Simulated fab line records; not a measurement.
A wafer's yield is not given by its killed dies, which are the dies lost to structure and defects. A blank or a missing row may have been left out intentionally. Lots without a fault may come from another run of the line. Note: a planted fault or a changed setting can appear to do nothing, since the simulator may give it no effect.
fab line records	flow sky130
[record] lots = 6	wafers = 18	lastDay = 50
route steps=708 shown VIA2@516 METAL3@532
lots that met no fault: taken from a fault-free run of the same line
startH: hours from the record's first day to the start of the lot's first wafer shown	waitH: time in hours since the lot's previous step	" as in the row above	L1.1+2: several wafers, shown together as one row	- no value, or no start was given	* or withheld: withheld	< > ~ a bound
route shown NAME@n: NAME is a module with steps in the file, n the number in the route of the first one	usual: mean/standard deviation of fault-free wafers	same: alike in all rows	chamber/n: place in a boat	sites: readings site by site	_std_site: their standard deviation	_edge_site: mean of outer sites minus mean of inner sites	radiusMm: for every site, how far away it sits from the centre of the wafer	mask NAME#n: copy n	behind: tool/chamber where the wafer was last shaped	hold: the reason the lot was held/the length of the hold in hours/how it ended	device: which transistor (n, p or np) failed to switch	end of line: the same wafers' tests at the end of the route	step lacking rows: just its recipe	killed: not the wafer's yield, but the dies lost to structure and defects at the first sort	map: shows each die of a wafer: x if killed, . if not, _ if none is there
set.NAME: the run value of the setting; set.NAME@STEP: its run value at that earlier step	model.NAME: the simulator's own value behind a step, which no gauge read
a table for each step, a row for each wafer; lots at some steps of the route
services: a tool's chamber out of use, with start hour (startH, from the record's first day; less than 0 if before it), hours out, and reason
[[steps]]
[step SKY_VIA2_EXPOSE_09]
[recipe] maskId = VIM2	na = 0.8	sourceShape = annular	sigmaInner = 0.55	sigmaOuter = 0.85	targetCdNm = 200	doseMj = 38
[step SKY_VIA2_PEB_10]
[recipe] pebTempC = withheld	pebTimeS = withheld	resist = KrF-thick
[step SKY_VIA2_DEVELOP_11]
[recipe] developTimeS = 60	resist = KrF-thick	devTempC = 21
[step SKY_VIA2_CD_MEAS_12]
[recipe] targetCdNm = 200
[usual] cdNm = 200.1/1.4
lot.wafer	tool	chamber	startH	waitH	cdNm
L807.3	cdSem-02	-	907.35	-	199.3
L807.4	"	-	"	"	199.8
L807.6	"	-	"	"	198.5
L808.2	cdSem-02	-	916.28	-	200.6
L808.4	"	-	"	"	199.5
L808.6	"	-	"	"	199.3
L815.1	cdSem-01	-	963.06	-	200.1
L815.2	"	-	"	"	199.9
L815.4	"	-	"	"	200.5
L816.2	cdSem-02	-	965.88	-	202.4
L816.3	"	-	"	"	203.7
L816.6	"	-	"	"	203.3
L820.2	cdSem-01	-	995.73	-	201.1
L820.3	"	-	"	"	202.2
L820.5	"	-	"	"	200.4
L822.4	cdSem-01	-	1007.11	-	200.8
L822.5	"	-	"	"	200.4
L822.6	"	-	"	"	201.9
[step SKY_VIA2_OVL_MEAS_13]
[usual] VIA2_OVL = -2/4.9
lot.wafer	tool	chamber	startH	waitH	VIA2_OVL[nm]
L807.3	overlay-02	-	907.44	0.1	-2
L807.4	"	-	"	"	1
L807.6	"	-	"	"	6
L808.2	overlay-01	-	916.39	0.1	-3
L808.4	"	-	"	"	0
L808.6	"	-	"	"	2
L815.1	overlay-01	-	963.18	0.1	-4
L815.2	"	-	"	"	3
L815.4	"	-	"	"	8
L816.2	overlay-02	-	965.98	0.1	1
L816.3	"	-	"	"	-6
L816.6	"	-	"	"	0
L820.2	overlay-01	-	995.83	0.1	-13
L820.3	"	-	"	"	-4
L820.5	"	-	"	"	-8
L822.4	overlay-02	-	1007.19	0.1	-3
L822.5	"	-	"	"	10
L822.6	"	-	"	"	-9
[step SKY_VIA2_ETCH_14]
[recipe] chemistry = N2/H2	target = BARC	ionEnergyEv = 200	sourceW = 500	biasW = 100	pressureMtorr = 30	n2FlowSccm = 100	h2FlowSccm = 200	stopOn = SiO2	timeS = 45.9	targetDepthA = 600
[usual] drypumpMotorCurrentA = 5.9/0.48	oesProductAu = 0.855/0.0051	throttleValvePct = 13.225/0.0099
lot.wafer	tool	chamber	startH	waitH	drypumpMotorCurrentA	oesProductAu	rfHoursCounterH	throttleValvePct
L807.3	rieDiel-03	3	907.47	0.0	6.1	0.860	4	13.232
L807.4	"	0	"	"	5.9	0.850	19	13.240
L807.6	"	0	"	"	5.9	0.857	-	13.233
L808.2	rieDiel-03	1	916.42	0.0	4.9	0.856	26	13.220
L808.4	"	0	"	"	5.9	0.853	19	13.230
L808.6	"	2	"	"	6.7	0.864	-	13.241
L815.1	rieDiel-03	1	963.22	0.0	5.0	0.853	27	13.209
L815.2	"	0	"	"	5.9	0.853	20	13.214
L815.4	"	3	"	"	6.2	0.852	5	13.237
L816.2	rieDiel-03	1	966.01	0.0	4.9	0.855	27	13.215
L816.3	"	2	"	"	6.6	0.859	14	13.246
L816.6	"	0	"	"	5.9	0.855	-	13.218
L820.2	rieDiel-02	3	995.86	0.0	6.0	0.856	14	13.243
L820.3	"	0	"	"	5.9	0.850	12	13.229
L820.5	"	3	"	"	6.0	0.861	-	13.224
L822.4	rieDiel-03	1	1007.21	0.0	4.9	0.852	28	13.213
L822.5	"	1	"	"	5.0	0.852	-	13.240
L822.6	"	0	"	"	5.9	0.850	-	13.220
[step SKY_VIA2_ETCH_15]
[recipe] target = SiO2	chemistry = C4F8/O2/Ar	targetDepthNm = 546	stopOn = TiN	maskMaterial = KrF-thick	sourceW = 1500	biasW = 1200	pressureMtorr = 40	c4f8FlowSccm = withheld	O2_flow_sccm = 6	Ar_flow_sccm = 300	timeS = 84
[usual] oesProductAu = 0.939/0.0052
lot.wafer	tool	chamber	startH	waitH	oesProductAu	rfHoursCounterH
L807.3	rieDiel-03	3	907.51	0.0	0.929	4
L807.4	"	0	"	"	0.944	19
L807.6	"	0	"	"	0.944	-
L808.2	rieDiel-03	1	916.46	0.0	0.934	26
L808.4	"	0	"	"	0.936	19
L808.6	"	2	"	"	0.948	-
L815.1	rieDiel-03	1	963.26	0.0	0.934	27
L815.2	"	0	"	"	0.950	20
L815.4	"	3	"	"	0.945	5
L816.2	rieDiel-03	1	966.06	0.0	0.947	27
L816.3	"	2	"	"	0.932	14
L816.6	"	0	"	"	0.936	-
L820.2	rieDiel-02	3	995.91	0.0	0.935	14
L820.3	"	0	"	"	0.945	12
L820.5	"	3	"	"	0.930	-
L822.4	rieDiel-03	1	1007.25	0.0	0.946	28
L822.5	"	1	"	"	0.943	-
L822.6	"	0	"	"	0.945	-
[step SKY_VIA2_STRIP_16]
[recipe] chemistry = O2/N2	powerW = 1400	pressureMtorr = 1500	platenTempC = withheld	o2FlowSccm = 3000	n2FlowSccm = 300	overashFraction = 0.5
[usual] drypumpMotorCurrentA = 5.8/0.39	oesProductAu = 0.399/0.0046	stripTimeToEndpointS = 4.058/0.025
lot.wafer	tool	chamber	startH	waitH	drypumpMotorCurrentA	oesProductAu	rfHoursCounterH	stripTimeToEndpointS
L807.3	plasmaAsher-03	0	907.60	0.1	5.1	0.405	-	4.074
L807.4	"	1	"	"	6.0	0.403	-	4.069
L807.6	"	1	"	"	6.0	0.393	-	4.071
L808.2	plasmaAsher-04	1	916.52	0.0	5.9	0.404	49	4.028
L808.4	"	1	"	"	5.9	0.401	-	4.075
L808.6	"	0	"	"	5.6	0.396	-	4.036
L815.1	plasmaAsher-01	1	963.32	0.0	5.6	0.401	114	4.072
L815.2	"	0	"	"	6.4	0.401	114	4.089
L815.4	"	1	"	"	5.6	0.397	-	4.090
L816.2	plasmaAsher-01	0	966.12	0.0	6.3	0.392	114	4.024
L816.3	"	1	"	"	5.5	0.400	-	4.045
L816.6	"	0	"	"	6.3	0.394	-	4.051
L820.2	plasmaAsher-01	0	995.97	0.0	6.4	0.401	117	4.072
L820.3	"	1	"	"	5.6	0.402	-	4.096
L820.5	"	0	"	"	6.4	0.399	-	4.063
L822.4	plasmaAsher-01	0	1007.35	0.1	6.4	0.396	-	4.064
L822.5	"	1	"	"	5.6	0.399	-	4.065
L822.6	"	0	"	"	6.3	0.407	-	4.090
[step SKY_VIA2_STRIP_17]
[recipe] chemistry = postEtchResidueRemover	timeS = 1200	tempC = 72.5
[step SKY_VIA2_CLEAN_18]
[recipe] chemistry = IPA	timeS = 180	tempC = 25
[step SKY_VIA2_CLEAN_19]
[recipe] chemistry = O3/DIW	dry = n2Spin
[step SKY_VIA2_SPUTTER_20]
[recipe] material = TiN	targetThkNm = 20	chamberPressurePa = 5	powerW = 4000	timeS = 80
[usual] throttleValvePct = 29.5/1
lot.wafer	tool	chamber	startH	waitH	throttleValvePct
L807.3	pvdSputter-02	-	908.16	0.0	29.7
L807.4	"	-	"	"	30.0
L807.6	"	-	"	"	30.5
L808.2	pvdSputter-02	-	917.12	0.0	28.8
L808.4	"	-	"	"	29.5
L808.6	"	-	"	"	30.2
L815.1	pvdSputter-03	-	963.91	0.0	28.5
L815.2	"	-	"	"	31.9
L815.4	"	-	"	"	28.8
L816.2	pvdSputter-02	-	966.71	0.0	29.6
L816.3	"	-	"	"	28.2
L816.6	"	-	"	"	28.6
L820.2	pvdSputter-02	-	996.57	0.0	28.4
L820.3	"	-	"	"	29.0
L820.5	"	-	"	"	28.7
L822.4	pvdSputter-02	-	1007.91	0.0	28.4
L822.5	"	-	"	"	29.8
L822.6	"	-	"	"	28.9
[step SKY_VIA2_CVD_21]
[recipe] material = W	targetThkNm = 420	timeS = 126.4	tempC = 400	pressureTorr = 40
[usual] heaterPowerW = 799/89	susceptorTempC = 400.04/0.22
lot.wafer	tool	chamber	startH	waitH	heaterPowerW	susceptorTempC	model.W_of_VIA2_CVD_21.thkNm
L807.3	cvdW-02	1	908.27	0.1	659	400.17	426.3
L807.4	"	0	"	"	812	400.12	425.8
L807.6	"	1	"	"	661	400.15	418.6
L808.2	cvdW-02	1	917.18	0.0	684	399.95	418.2
L808.4	"	0	"	"	785	400.24	417.3
L808.6	"	1	"	"	676	399.98	419.7
L815.1	cvdW-02	1	963.97	0.0	725	411.44	516.4
L815.2	"	0	"	"	782	400.08	423.2
L815.4	"	0	"	"	788	400.17	424.1
L816.2	cvdW-02	1	966.77	0.0	730	411.72	518.1
L816.3	"	0	"	"	781	399.90	419
L816.6	"	0	"	"	757	399.69	420.8
L820.2	cvdW-01	0	996.63	0.0	839	400.40	419.7
L820.3	"	1	"	"	913	399.75	415
L820.5	"	1	"	"	883	399.86	419.4
L822.4	cvdW-01	1	1008.01	0.1	928	399.95	417.9
L822.5	"	0	"	"	854	400.06	426.2
L822.6	"	1	"	"	888	399.99	417.1
[step SKY_VIA2_RS_MEAS_22]
[recipe] thkMeasGauge = four-point-probe	reads = W_of_VIA2_CVD_21+TiN_of_VIA2_SPUTTER_20
[usual] VIA2_W_RS = 0.273/0.003
lot.wafer	tool	chamber	startH	waitH	VIA2_W_RS[ohm/sq]
L807.3	filmMetro-02	-	908.39	0.1	0.269
L807.4	"	-	"	"	0.269
L807.6	"	-	"	"	0.274
L808.2	filmMetro-04	-	917.33	0.1	0.274
L808.4	"	-	"	"	0.274
L808.6	"	-	"	"	0.273
L815.1	filmMetro-04	-	964.10	0.1	0.222
L815.2	"	-	"	"	0.270
L815.4	"	-	"	"	0.270
L816.2	filmMetro-01	-	966.92	0.1	0.221
L816.3	"	-	"	"	0.274
L816.6	"	-	"	"	0.272
L820.2	filmMetro-02	-	996.78	0.1	0.273
L820.3	"	-	"	"	0.277
L820.5	"	-	"	"	0.273
L822.4	filmMetro-02	-	1008.16	0.1	0.274
L822.5	"	-	"	"	0.269
L822.6	"	-	"	"	0.275
[step SKY_VIA2_THK_MEAS_23]
[recipe] thkMeasGauge = xrf	reads = W_of_VIA2_CVD_21
[usual] VIA2_W_THK = 407/6.8
lot.wafer	tool	chamber	startH	waitH	VIA2_W_THK[nm]
L807.3	filmMetro-02	-	908.49	0.1	405
L807.4	"	-	"	"	405
L807.6	"	-	"	"	398
L808.2	filmMetro-04	-	917.44	0.1	407
L808.4	"	-	"	"	404
L808.6	"	-	"	"	408
L815.1	filmMetro-04	-	964.22	0.1	498
L815.2	"	-	"	"	411
L815.4	"	-	"	"	413
L816.2	filmMetro-01	-	967.03	0.1	512
L816.3	"	-	"	"	413
L816.6	"	-	"	"	415
L820.2	filmMetro-02	-	996.89	0.1	403
L820.3	"	-	"	"	398
L820.5	"	-	"	"	401
L822.4	filmMetro-02	-	1008.25	0.1	402
L822.5	"	-	"	"	407
L822.6	"	-	"	"	400
[step SKY_VIA2_CMP_24]
[recipe] stopOn = SiO2	tOverpolishS = 20	downForcePsi = 3.5	platenRpm = 60	targetThkNm = 0	padVelocityMS = 0.94248
[usual] motorCurrentA = 10.4/1.2	platenRpm = 60.00/0.038	timeToEndpointS = 103/5.3
lot.wafer	tool	chamber	startH	waitH	motorCurrentA	platenRpm	timeToEndpointS
L807.3	cmp-02	3	908.58	0.1	9.3	60.03	107
L807.4	"	1	"	"	11.3	59.97	105
L807.6	"	3	"	"	8.8	60.04	109
L808.4	cmp-01	2	917.55	0.1	10.3	60.00	101
L808.2	"	0	"	"	10.5	60.03	98
L808.6	"	2	"	"	9.9	59.99	100
L815.1	cmp-02	0	964.28	0.1	11.7	59.98	120
L815.2	"	2	"	"	9.7	59.94	100
L815.4	"	3	"	"	9.2	60.02	108
L816.2	cmp-02	3	967.08	0.0	9.2	60.02	137
L816.3	"	1	"	"	12.2	60.03	109
L816.6	"	3	"	"	8.9	60.03	112
L820.2	cmp-02	1	996.94	0.0	12.5	60.08	113
L820.3	"	0	"	"	11.3	59.98	104
L820.5	"	2	"	"	9.8	59.98	108
L822.4	cmp-01	3	1008.43	0.2	9.8	59.97	96
L822.5	"	0	"	"	9.5	60.03	103
L822.6	"	1	"	"	9.8	60.07	101
[step SKY_METAL3_SPUTTER_00]
[recipe] material = Ti	targetThkNm = 15	powerW = 3000	timeS = 10	chamberPressurePa = 0.4
[usual] throttleValvePct = 29.6/1.1
lot.wafer	tool	chamber	startH	waitH	throttleValvePct
L807.3	pvdSputter-02	-	908.83	0.2	30.3
L807.4	"	-	"	"	28.8
L807.6	"	-	"	"	30.2
L808.2	pvdSputter-03	-	917.85	0.1	28.8
L808.4	"	-	"	"	29.0
L808.6	"	-	"	"	28.2
L815.1	pvdSputter-02	-	964.58	0.2	29.7
L815.2	"	-	"	"	28.9
L815.4	"	-	"	"	30.3
L816.2	pvdSputter-03	-	967.38	0.2	32.0
L816.3	"	-	"	"	29.1
L816.6	"	-	"	"	28.5
L820.2	pvdSputter-01	-	997.24	0.2	30.4
L820.3	"	-	"	"	28.9
L820.5	"	-	"	"	28.9
L822.4	pvdSputter-01	-	1008.58	0.1	30.5
L822.5	"	-	"	"	30.5
L822.6	"	-	"	"	28.9
[[services]]
tool	chamber	startH	hours	kind
rieDiel-02	-	892.52	16.9	repair
cmp-02	-	897.99	7.2	pm
cvdW-01	-	904.00	14.0	pm
cmp-02	-	912.15	2.3	repair
cmp-02	-	914.48	4.0	pm
cmp-02	-	918.48	-	consumableReplace:conditioner
cmp-01	-	928.09	1.7	repair
cvdW-01	1	932.13	11.2	repair
plasmaAsher-03	-	933.84	14.6	pm
plasmaAsher-04	-	951.30	2.8	pm
cvdW-01	1	956.93	11.1	repair
cvdW-01	-	957.30	6.9	pm
rieDiel-03	3	965.62	7.4	repair
cmp-02	-	967.55	2.0	repair
pvdSputter-01	-	973.72	3.7	repair
cvdW-02	1	974.26	8.2	repair
cmp-01	-	976.78	0.6	repair
plasmaAsher-04	-	981.75	1.3	repair
plasmaAsher-03	-	985.53	1.4	repair
pvdSputter-02	2	987.37	-	consumableReplace:kit
pvdSputter-02	2	987.37	18.0	scheduledDown
pvdSputter-02	2	987.37	18.0	ventCycle
cvdW-02	-	989.89	0.5	repair
cvdW-02	1	1003.67	5.8	repair
[[key]]
[firstSign] step = SKY_VIA2_CVD_21	reading = susceptorTempC	direction = up	sigmas = 53	usual = *	struck = *
[effect] step = SKY_VIA2_RS_MEAS_22	reading = VIA2_W_RS	direction = down	sigmas = 17	usual = 0.273	struck = 0.221
[effect] step = SKY_VIA2_THK_MEAS_23	reading = VIA2_W_THK	direction = up	sigmas = 15	usual = 407	struck = 505
[effect] step = SKY_VIA2_CMP_24	reading = timeToEndpointS	direction = up	sigmas = 4.9	usual = *	struck = *
[modelEffect] step = SKY_VIA2_CVD_21	value = W_of_VIA2_CVD_21.thkNm	without = 422.9	struck = 517.3
metAt SKY_VIA2_CVD_21
struckWafers L815.1,L816.2
onsetBetween 917.18 963.97
[fault] kind = processParameterDrift	tool = cvdW-02	chamber = 1	onsetH = 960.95	steps = SKY_VIA2_CVD_21	channel = tempC	offset = *	shape = step	endH = 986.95	actsIn = *	stated = *
